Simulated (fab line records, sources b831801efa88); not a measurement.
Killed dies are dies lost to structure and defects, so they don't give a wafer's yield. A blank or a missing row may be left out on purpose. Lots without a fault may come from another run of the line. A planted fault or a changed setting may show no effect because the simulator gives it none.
One fault seen from 2 desks | flow gf180mcu | each desk has only its own numbers; what lay behind them comes last

THE TOOL OWNER'S DESK: hdpcvd-02
The tool's own readings at GF_V1_CVD_00 (deposits SiO2, target thk 600 nm, time 100 s): means of the sampled wafers that have a number, for each lot that ran on this tool. A lot is out of limits, marked OUT, if its mean lies more than 4 standard deviations from the usual mean; the brackets give that distance.
Columns: A = sih4_flow_sccm at GF_V1_CVD_00, usual 60.00 sccm
lot  | first seen here | A
L346 | day 19 12:20    | 59.96
L348 | day 20 03:14    | 59.89
L349 | day 20 12:10    | 60.06
L350 | day 21 01:15    | 59.97
L351 | day 21 12:47    | 47.88 (-67) OUT
L352 | day 21 18:44    | 48.04 (-66) OUT
L353 | day 21 22:49    | 48.10 (-66) OUT
L362 | day 24 22:20    | 60.11
L363 | day 25 05:02    | 60.14
This desk's finding: out of limits on L351, L352, L353; first on L351, day 21 12:47 (sih4_flow_sccm at GF_V1_CVD_00). In limits: L346, L348, L349, L350, L362, L363.

THE METROLOGY DESK
What the gauges read, lot by lot, whatever tool the lot ran on: means of the sampled wafers that have a number. A lot is out of limits, marked OUT, if its mean lies more than 4 standard deviations from the usual mean; the brackets give that distance.
Columns: A = V1_CVD_00_THK at GF_V1_THK_MEAS_01, usual 598 nm; B = V1_BOW at GF_V1_BOW_MEAS_05, usual 85 um
lot  | first seen here | A             | B
L344 | day 18 14:26    | 597           | 91
L345 | day 19 00:32    | 600           | 86
L346 | day 19 12:24    | 603           | 83
L348 | day 20 03:19    | 597           | 81
L349 | day 20 12:14    | 592           | 91
L350 | day 21 01:20    | 598           | 74
L351 | day 21 12:52    | 477 (-20) OUT | 83
L352 | day 21 18:48    | 473 (-21) OUT | 91
L353 | day 21 22:53    | 475 (-20) OUT | 87
L356 | day 22 18:05    | 596           | 90
L361 | day 24 11:54    | 598           | 82
L362 | day 24 22:25    | 591           | 86
L363 | day 25 05:08    | 595           | 83
This desk's finding: out of limits on L351, L352, L353; first on L351, day 21 12:52 (V1_CVD_00_THK at GF_V1_THK_MEAS_01). In limits: L344, L345, L346, L348, L349, L350, L356, L361, L362, L363.

PUT TOGETHER
The tool owner's desk could have raised an alarm at day 21 12:47, on L351, L352, L353.
The metrology desk could have raised an alarm at day 21 12:52, on L351, L352, L353.
Of the lots named, all ran GF_V1_CVD_00 on hdpcvd-02.

WHAT THE SIMULATOR HAD PUT IN
Process parameter drift: hdpcvd-02, from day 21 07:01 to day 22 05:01, at GF_V1_CVD_00. Setting sih4_flow_sccm, moved by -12, from 60. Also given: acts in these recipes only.
Lots struck among those shown: L351, L352, L353.
Hours from the fault's start to each desk's first reading out of limits: the tool owner's desk, 6; the metrology desk, 6.
